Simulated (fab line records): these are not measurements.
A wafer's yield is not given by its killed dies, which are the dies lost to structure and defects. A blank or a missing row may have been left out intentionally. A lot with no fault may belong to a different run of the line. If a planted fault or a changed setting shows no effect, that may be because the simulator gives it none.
fab line records	flow sky130
[record] lots = 5	wafers = 15	last-day = 50
route steps=708 shown METAL2@490 PAD_OPEN@708
lots with no fault: from the same line, run without faults
start-h: hours from the record's first day to the start of the lot's first wafer shown	wait-h: time in hours since the lot's previous step	" as in the row above	L1.1+2: several wafers, shown together as one row	- either no value or no given start	* or withheld: withheld	< > ~ a bound
route shown NAME@n: NAME is a module with steps in the file, n the number in the route of the first one	usual: mean/standard deviation taken from wafers without a fault	same: alike in all rows	chamber/n: place in a boat	sites: readings site by site	_std_site: how widely they spread, as a standard deviation	_edge_site: outer sites' mean less inner sites'	radius-mm: for every site, how far away it sits from the centre of the wafer	mask NAME#n: copy n	behind: tool/chamber where the wafer was last shaped	hold: why the lot was held/for how many hours/how that ended	device: the n, p or np transistor that did not switch	end of line: at the end of the route, the tests of the same wafers	a step with no rows: only its recipe	killed: count of dies lost to structure and defects at first sort (not the wafer's yield)	map: the dies of a wafer, with x for killed, . for not killed, _ for no die there
set.NAME: the setting the step ran with; set.NAME@STEP: the setting that earlier step ran with	model.NAME: the simulator's own value behind a step, which no gauge read
certain route steps with their lots: each step a table, each wafer a row
services: from which hour (start-h, from the record's first day; less than 0 if before it) a tool's chamber was out of use, for how many hours, and why
[[steps]]
[step SKY_METAL2_DEHYDRATE_07]
[recipe] temp-c = 200	time-s = 60
[step SKY_METAL2_HMDS_08]
[recipe] prime-time-s = 60	prime-temp-c = 120
[step SKY_METAL2_COAT_09]
[recipe] resist = BARC	temp-c = withheld	time-s = withheld	spin-rpm = 3000	resist-thk-nm = 60
[step SKY_METAL2_COAT_10]
[recipe] resist = KrF-thick	spin-rpm = 3000	resist-thk-nm = 450
[step SKY_METAL2_SOFTBAKE_11]
[recipe] temp-c = 100	time-s = 90	resist = KrF-thick
[step SKY_METAL2_EXPOSE_12]
[recipe] mask-id = MM2	na = 0.8	source-shape = annular	sigma-inner = 0.55	sigma-outer = 0.85	target-cd-nm = 140	dose-mj = 28
[step SKY_METAL2_PEB_13]
[recipe] peb-temp-c = withheld	peb-time-s = withheld	resist = KrF-thick
[step SKY_METAL2_DEVELOP_14]
[recipe] develop-time-s = 60	resist = KrF-thick	dev-temp-c = 21
[step SKY_METAL2_CD_MEAS_15]
[recipe] target-cd-nm = 140
[usual] cd-nm = 140.1/1.2
lot.wafer	tool	chamber	start-h	wait-h	cd-nm
L990.2	cd-sem-02	-	815.47	-	142.5
L990.3	"	-	"	"	140.6
L990.4	"	-	"	"	141.5
L993.3	cd-sem-01	-	855.43	-	139.7
L993.5	"	-	"	"	140.2
L993.6	"	-	"	"	138.0
L102.2	cd-sem-01	-	939.62	-	141.2
L102.5	"	-	"	"	141.3
L102.6	"	-	"	"	140.9
L108.2	cd-sem-01	-	945.43	-	140.8
L108.5	"	-	"	"	140.6
L108.6	"	-	"	"	141.3
L113.1	cd-sem-02	-	983.59	-	141.2
L113.2	"	-	"	"	141.4
L113.5	"	-	"	"	141.9
[step SKY_METAL2_OVL_MEAS_16]
[usual] METAL2_OVL = -5/5.3
lot.wafer	tool	chamber	start-h	wait-h	METAL2_OVL[nm]
L990.2	overlay-01	-	815.58	0.1	-4
L990.3	"	-	"	"	-12
L990.4	"	-	"	"	-7
L993.3	overlay-02	-	855.52	0.1	-11
L993.5	"	-	"	"	-10
L993.6	"	-	"	"	-15
L102.2	overlay-02	-	939.73	0.1	0
L102.5	"	-	"	"	-2
L102.6	"	-	"	"	-4
L108.2	overlay-02	-	945.54	0.1	-6
L108.5	"	-	"	"	-3
L108.6	"	-	"	"	-5
L113.1	overlay-01	-	983.71	0.1	6
L113.2	"	-	"	"	2
L113.5	"	-	"	"	1
[step SKY_METAL2_DESCUM_17]
[recipe] chemistry = O2	source-power-w = 150	bias-power-w = 0	pressure-mtorr = 10	temp-c = 40	time-s = 8
[usual] drypump-motor-current-A = 5.7/0.43	oes-product-au = 0.997/0.014
[same] bias-power-w = 0
lot.wafer	tool	chamber	start-h	wait-h	drypump-motor-current-A	oes-product-au	rf-hours-counter-h
L990.2	rie-metal-04	1	815.61	0.0	5.2	0.993	7
L990.3	"	0	"	"	5.8	1.009	-
L990.4	"	1	"	"	5.2	0.997	-
L993.3	rie-metal-03	0	855.56	0.0	6.3	0.995	-
L993.5	"	0	"	"	6.3	0.988	-
L993.6	"	1	"	"	5.6	0.990	-
L102.2	rie-metal-03	1	939.77	0.0	5.6	0.987	-
L102.5	"	1	"	"	5.6	0.985	-
L102.6	"	1	"	"	5.6	0.981	-
L108.2	rie-metal-02	0	945.57	0.0	6.5	0.983	10
L108.5	"	0	"	"	6.5	0.998	-
L108.6	"	1	"	"	5.3	1.015	-
L113.1	rie-metal-02	1	983.75	0.0	5.3	1.026	9
L113.2	"	0	"	"	6.5	0.992	11
L113.5	"	1	"	"	5.3	1.028	-
[step SKY_METAL2_ETCH_18]
[recipe] chemistry = N2/H2	target = BARC	ion-energy-ev = 200	bias-w = 100	pressure-mtorr = 30	n2-flow-sccm = 100	h2-flow-sccm = 200	icp-w = 500	stop-on = SiO2	time-s = 45.9	target-depth-a = 600
[usual] drypump-motor-current-A = 5.8/0.43	n2-flow-sccm = 100.02/0.29	oes-product-au = 0.855/0.0048	throttle-valve-pct = 13.225/0.0084
lot.wafer	tool	chamber	start-h	wait-h	drypump-motor-current-A	n2-flow-sccm	oes-product-au	rf-hours-counter-h	throttle-valve-pct
L990.2	rie-metal-04	1	815.64	0.0	5.2	99.96	0.856	7	13.217
L990.3	"	0	"	"	5.8	99.95	0.847	-	13.229
L990.4	"	1	"	"	5.2	100.61	0.849	-	13.221
L993.3	rie-metal-03	0	855.60	0.0	6.3	99.74	0.860	-	13.237
L993.5	"	0	"	"	6.3	100.31	0.853	-	13.221
L993.6	"	1	"	"	5.6	100.06	0.854	-	13.219
L102.2	rie-metal-03	1	939.84	0.1	5.6	100.65	0.849	-	13.228
L102.5	"	1	"	"	5.6	100.05	0.852	-	13.221
L102.6	"	1	"	"	5.6	100.25	0.856	-	13.211
L108.2	rie-metal-02	0	945.60	0.0	6.5	99.90	0.853	10	13.234
L108.5	"	0	"	"	6.5	99.77	0.861	-	13.238
L108.6	"	1	"	"	5.3	99.88	0.854	-	13.216
L113.1	rie-metal-02	1	983.78	0.0	5.3	100.33	0.856	9	13.220
L113.2	"	0	"	"	6.5	100.08	0.852	11	13.226
L113.5	"	1	"	"	5.3	100.11	0.855	-	13.234
[step SKY_METAL2_METAL_ETCH_19]
[recipe] target-depth-a = 3600	stop-on = SiO2	over-etch-frac = 0.3	time-s = 78	chemistry = Cl2/BCl3	resist-sidewall-deg = 88	pressure-mtorr = 10	icp-w = 900	bias-w = 48.5	Cl2_flow_sccm = 60	bcl3-flow-sccm = 30
[usual] drypump-motor-current-A = 5.8/0.43	oes-product-au = 0.854/0.0062	throttle-valve-pct = 22.264/0.01
lot.wafer	tool	chamber	start-h	wait-h	drypump-motor-current-A	oes-product-au	rf-hours-counter-h	throttle-valve-pct	model.KrF-thick_of_METAL2_COAT_10.thk-nm	model.METAL2.cd-nm	model.SiO2_of_VIA1_HDPCVD_00.thk-nm
L990.2	rie-metal-04	1	815.70	0.0	5.2	0.861	7	22.263	156.7	144.4	332
L990.3	"	0	"	"	5.8	0.858	-	22.279	155.2	138.4	328.7
L990.4	"	1	"	"	5.2	0.850	-	22.250	157.4	143.3	329.9
L993.3	rie-metal-03	0	855.67	0.1	6.3	0.847	-	22.267	163.8	138.9	329.5
L993.5	"	0	"	"	6.3	0.848	-	22.255	161.1	139.6	331.5
L993.6	"	1	"	"	5.6	0.865	-	22.260	158.6	137.7	331.1
L102.2	rie-metal-03	1	939.98	0.1	5.6	0.854	-	22.259	166.1	144.8	331.5
L102.5	"	1	"	"	5.6	0.851	-	22.261	163.9	143.7	330.2
L102.6	"	1	"	"	5.6	0.851	-	22.267	85.48	134	324.9
L108.2	rie-metal-02	0	945.66	0.0	6.5	0.868	10	22.263	163	136.6	330.6
L108.5	"	0	"	"	6.5	0.852	-	22.271	161.4	136.5	332.4
L108.6	"	1	"	"	5.3	0.871	-	22.257	147.6	138.1	331.3
L113.1	rie-metal-02	1	983.84	0.0	5.3	0.863	9	22.270	147.3	137.9	329.3
L113.2	"	0	"	"	6.5	0.854	11	22.285	161.6	136.7	331.4
L113.5	"	1	"	"	5.3	0.861	-	22.251	147.9	138.4	330.8
[step SKY_METAL2_STRIP_20]
[recipe] chemistry = O2/N2	power-w = 1400	pressure-mtorr = 1500	platen-temp-c = withheld	o2-flow-sccm = 3000	n2-flow-sccm = 300	overash-fraction = 0.5
[usual] drypump-motor-current-A = 5.8/0.66	n2-flow-sccm = 300.0/0.88	o2-flow-sccm = 3000/9.4	oes-product-au = 0.343/0.0055	strip-time-to-endpoint-s = 2.70/0.067
lot.wafer	tool	chamber	start-h	wait-h	drypump-motor-current-A	n2-flow-sccm	o2-flow-sccm	oes-product-au	rf-hours-counter-h	strip-time-to-endpoint-s
L990.2	plasma-asher-04	0	815.79	0.1	5.2	298.6	3004	0.352	7	2.71
L990.3	"	0	"	"	5.3	300.2	3007	0.339	-	2.67
L990.4	"	1	"	"	6.5	298.7	2997	0.342	-	2.70
L993.3	plasma-asher-02	0	855.76	0.1	6.7	299.7	2998	0.349	-	2.74
L993.5	"	0	"	"	6.7	299.7	2996	0.352	-	2.70
L993.6	"	1	"	"	5.3	299.7	3006	0.350	-	2.70
L102.2	plasma-asher-02	0	940.13	0.1	6.7	300.3	3016	0.345	117	2.77
L102.5	"	1	"	"	5.4	300.6	3009	0.354	-	2.76
L102.6	"	0	"	"	6.7	301.4	2992	0.299	-	1.88
L108.2	plasma-asher-04	1	945.75	0.1	6.5	299.1	3002	0.344	22	2.75
L108.5	"	1	"	"	6.5	298.9	3002	0.341	-	2.73
L108.6	"	0	"	"	5.2	299.8	3005	0.329	-	2.57
L113.1	plasma-asher-02	0	983.93	0.1	6.8	301.3	2999	0.338	121	2.56
L113.2	"	1	"	"	5.4	300.4	3016	0.344	121	2.74
L113.5	"	1	"	"	5.3	300.1	3014	0.339	-	2.58
[step SKY_METAL2_STRIP_21]
[recipe] chemistry = post-etch-residue-remover	time-s = 1200	temp-c = 72.5
[step SKY_PAD_OPEN_PROBE_99]
[usual] defect-limited-yield = 82.8/2	killed_at_M0_to_M3 = 42/7.3	killed_at_M4_up = 3.4/2	killed-at-contacts = 24/5.8	killed-at-front-end = 15/4.6	killed-at-other = 0.3/0.62	killed-dies = 84/9.8	killed-open = 47/6.9	killed-short = 38/6.3	sort_bin_3_pad_short = 0.8/0.38	sort_bin_5_function = 10.2/1.5	sort_bin_6_memory = 6.2/1.1	sort-n-pass = 408/9.8	sort-yield-pct = 82.8/2
[same] gross-dies = 492	killed-at-back-side = 0	sort_bin_4_leakage[%] = 0	sort_bin_8_speed[%] = 0
lot.wafer	tool	chamber	start-h	wait-h	defect-limited-yield[%]	killed_at_M0_to_M3	killed_at_M4_up	killed-at-contacts	killed-at-front-end	killed-at-other	killed-dies	killed-open	killed-short	sort_bin_3_pad_short[%]	sort_bin_5_function[%]	sort_bin_6_memory[%]	sort-n-pass	sort-yield-pct[%]	model.etest.met2.width-nm	model.etest.met2.line-ohm-um
L990.2	prober-01	-	1067.81	0.1	83.1	39	4	22	18	0	83	39	44	0.6	10.4	5.9	409	83.1	141.2	0.9173
L990.3	prober-01	-	1067.86	0.2	83.5	35	0	34	12	0	81	41	40	0.4	10.6	5.5	411	83.5	135.1	0.9548
L990.4	prober-01	-	1067.91	0.2	83.1	41	6	19	16	1	83	47	36	1.6	10.0	5.3	409	83.1	140.3	0.9302
L993.3	prober-01	-	1102.36	0.2	84.8	37	4	17	17	0	75	34	41	1.6	8.5	5.1	417	84.8	136.4	0.9449
L993.5	prober-01	-	1102.46	0.2	85.2	34	3	17	19	0	73	39	34	1.6	8.1	5.1	419	85.2	142.6	0.9033
L993.6	prober-01	-	1102.51	0.2	81.9	46	3	19	21	0	89	51	38	0.8	11.8	5.5	403	81.9	139	0.9312
L102.2	prober-01	-	1170.42	0.1	82.1	43	2	26	17	0	88	50	38	1.2	10.0	6.7	404	82.1	146.1	0.8871
L102.5	prober-01	-	1170.57	0.2	81.1	38	3	30	21	1	93	50	43	0.2	11.8	6.9	399	81.1	148.3	0.8623
L102.6	prober-01	-	1170.62	0.2	80.1	51	3	21	22	1	98	56	42	1.2	12.0	6.7	394	80.1	135.6	0.9515
L108.2	prober-01	-	1177.12	0.1	83.5	36	4	21	20	0	81	47	34	0.4	8.7	7.3	411	83.5	138.1	0.9171
L108.5	prober-01	-	1177.27	0.2	83.7	40	5	19	16	0	80	46	34	1.0	9.8	5.5	412	83.7	133.8	0.9605
L108.6	prober-01	-	1177.32	0.2	81.5	41	2	27	21	0	91	50	41	0.4	11.4	6.7	401	81.5	139.7	0.9066
L113.1	prober-02	-	1199.26	0.1	81.3	44	0	28	20	0	92	47	45	1.2	10.0	7.5	400	81.3	137.6	0.9246
L113.2	prober-02	-	1199.31	0.1	84.1	40	2	28	8	0	78	47	31	0.6	10.2	5.1	414	84.1	136.9	0.9335
L113.5	prober-02	-	1199.46	0.2	76.0	47	4	41	25	1	118	63	55	1.4	14.0	8.5	374	76.0	137.1	0.93
// killed by level:class
L990.2 VIA1:geometric-particle:open=11 METAL1:geometric-particle:short=7 CONTACT:geometric-particle:open=6 LOCAL_INTERCONNECT:geometric-particle:short=5 POLY_GATE:geometric-particle:short=5 CONTACT:geometric-particle:short=5 VIA1:geometric-particle:short=5 METAL2:geometric-particle:short=5
L990.3 CONTACT:geometric-particle:open=9 LI_CONTACT:geometric-particle:open=8 CONTACT:geometric-particle:short=7 METAL2:geometric-particle:short=6 VIA2:geometric-particle:open=6 LOCAL_INTERCONNECT:geometric-particle:short=5 VIA3:geometric-particle:open=5 VIA1:geometric-particle:short=5
L990.4 VIA1:geometric-particle:open=10 CONTACT:geometric-particle:open=7 LI_CONTACT:geometric-particle:open=6 METAL1:geometric-particle:short=6 VIA2:geometric-particle:open=5 POLY_GATE:geometric-particle:short=5 VIA3:geometric-particle:open=5 POLY_GATE:geometric-particle:open=4
L993.3 METAL1:geometric-particle:short=9 VIA1:geometric-particle:open=8 POLY_GATE:geometric-particle:short=6 CONTACT:geometric-particle:open=6 METAL2:geometric-particle:short=6 LI_CONTACT:geometric-particle:open=5 POLY_CUT:geometric-particle:short=4 POLY_GATE:geometric-particle:open=3
L993.5 CONTACT:geometric-particle:open=7 POLY_GATE:geometric-particle:short=6 METAL1:geometric-particle:short=5 FIELD_ISO:geometric-particle:open=4 VIA2:geometric-particle:open=4 VIA1:geometric-particle:open=4 METAL3:geometric-particle:short=4 POLY_GATE:geometric-particle:open=3
L993.6 VIA1:geometric-particle:open=13 CONTACT:geometric-particle:open=7 METAL1:geometric-particle:short=7 POLY_GATE:geometric-particle:short=6 VIA3:geometric-particle:open=6 METAL2:geometric-particle:short=5 POLY_GATE:geometric-particle:open=5 VIA2:geometric-particle:open=5
L102.2 LI_CONTACT:geometric-particle:open=9 CONTACT:geometric-particle:open=8 VIA1:geometric-particle:open=8 VIA1:geometric-particle:short=8 VIA2:geometric-particle:open=8 FIELD_ISO:geometric-particle:short=6 VIA3:geometric-particle:open=5 FIELD_ISO:geometric-particle:open=4
L102.5 POLY_GATE:geometric-particle:short=8 VIA1:geometric-particle:open=8 POLY_GATE:geometric-particle:open=7 LI_CONTACT:geometric-particle:open=7 CONTACT:geometric-particle:short=7 CONTACT:geometric-particle:open=6 VIA1:geometric-particle:short=5 VIA2:geometric-particle:short=5
L102.6 VIA1:geometric-particle:open=12 VIA3:geometric-particle:open=11 POLY_GATE:geometric-particle:short=10 CONTACT:geometric-particle:open=8 METAL2:geometric-particle:short=7 VIA1:geometric-particle:short=5 FIELD_ISO:geometric-particle:open=4 LI_CONTACT:geometric-particle:open=4
L108.2 VIA1:geometric-particle:open=10 CONTACT:geometric-particle:open=8 FIELD_ISO:geometric-particle:open=4 FIELD_ISO:geometric-particle:short=4 LI_CONTACT:geometric-particle:open=4 VIA2:geometric-particle:open=4 VIA1:geometric-particle:short=4 METAL2:geometric-particle:short=4
L108.5 CONTACT:geometric-particle:open=11 VIA1:geometric-particle:open=11 FIELD_ISO:geometric-particle:short=5 METAL1:geometric-particle:short=5 VIA2:geometric-particle:open=5 CONTACT:geometric-particle:short=4 METAL4:geometric-particle:short=4 POLY_GATE:geometric-particle:open=3
L108.6 VIA1:geometric-particle:open=13 CONTACT:geometric-particle:open=8 CONTACT:geometric-particle:short=7 FIELD_ISO:geometric-particle:short=6 METAL3:geometric-particle:short=6 LOCAL_INTERCONNECT:geometric-particle:short=5 VIA3:geometric-particle:open=5 VIA1:geometric-particle:short=5
L113.1 VIA1:geometric-particle:open=10 CONTACT:geometric-particle:short=8 LI_CONTACT:geometric-particle:open=8 VIA1:geometric-particle:short=6 VIA2:geometric-particle:open=6 FIELD_ISO:geometric-particle:short=5 CONTACT:geometric-particle:open=5 VIA3:geometric-particle:open=5
L113.2 VIA1:geometric-particle:open=13 CONTACT:geometric-particle:open=11 LI_CONTACT:geometric-particle:open=7 LOCAL_INTERCONNECT:geometric-particle:short=6 VIA3:geometric-particle:open=5 VIA2:geometric-particle:open=5 METAL2:geometric-particle:short=4 POLY_GATE:geometric-particle:open=3
L113.5 CONTACT:geometric-particle:open=16 VIA1:geometric-particle:short=12 VIA1:geometric-particle:open=12 LI_CONTACT:geometric-particle:open=10 POLY_GATE:geometric-particle:short=7 CONTACT:geometric-particle:short=7 VIA2:geometric-particle:open=6 FIELD_ISO:geometric-particle:open=5
[[services]]
tool	chamber	start-h	hours	kind
rie-metal-03	0	794.85	-	clean
rie-metal-03	0	794.85	17.7	scheduled-down
rie-metal-03	0	794.85	17.7	vent-cycle
rie-metal-02	0	842.74	2.6	repair
rie-metal-02	-	844.66	14.6	pm
rie-metal-02	0	866.58	8.9	repair
rie-metal-04	1	870.82	19.7	repair
rie-metal-03	1	873.21	-	clean
rie-metal-03	1	873.21	20.8	scheduled-down
rie-metal-03	1	873.21	20.8	vent-cycle
plasma-asher-02	-	880.89	1.8	repair
plasma-asher-02	-	924.88	1.4	repair
plasma-asher-04	-	925.19	4.8	repair
rie-metal-03	0	938.67	11.0	repair
[[key]]
[first-sign] step = SKY_METAL2_STRIP_20	reading = strip-time-to-endpoint-s	direction = down	sigmas = 12	usual = *	struck = *
[effect] step = SKY_METAL2_STRIP_20	reading = oes-product-au	direction = down	sigmas = 8	usual = 0.343	struck = 0.299
[model-effect] step = SKY_METAL2_METAL_ETCH_19	value = KrF-thick_of_METAL2_COAT_10.thk-nm	without = 163.6	struck = 85.48
[model-effect] step = SKY_PAD_OPEN_PROBE_99	value = etest.met2.width-nm	without = 144.8	struck = 135.6
met-at SKY_METAL2_METAL_ETCH_19
struck-wafers L102.6
onset-between 855.67 939.98
[fault] kind = process-parameter-drift	tool = rie-metal-03	chamber = -	onset-h = 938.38	steps = SKY_METAL2_METAL_ETCH_19	channel = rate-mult	offset = 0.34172	shape = step	end-h = 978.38	scope = struck-wafers-only
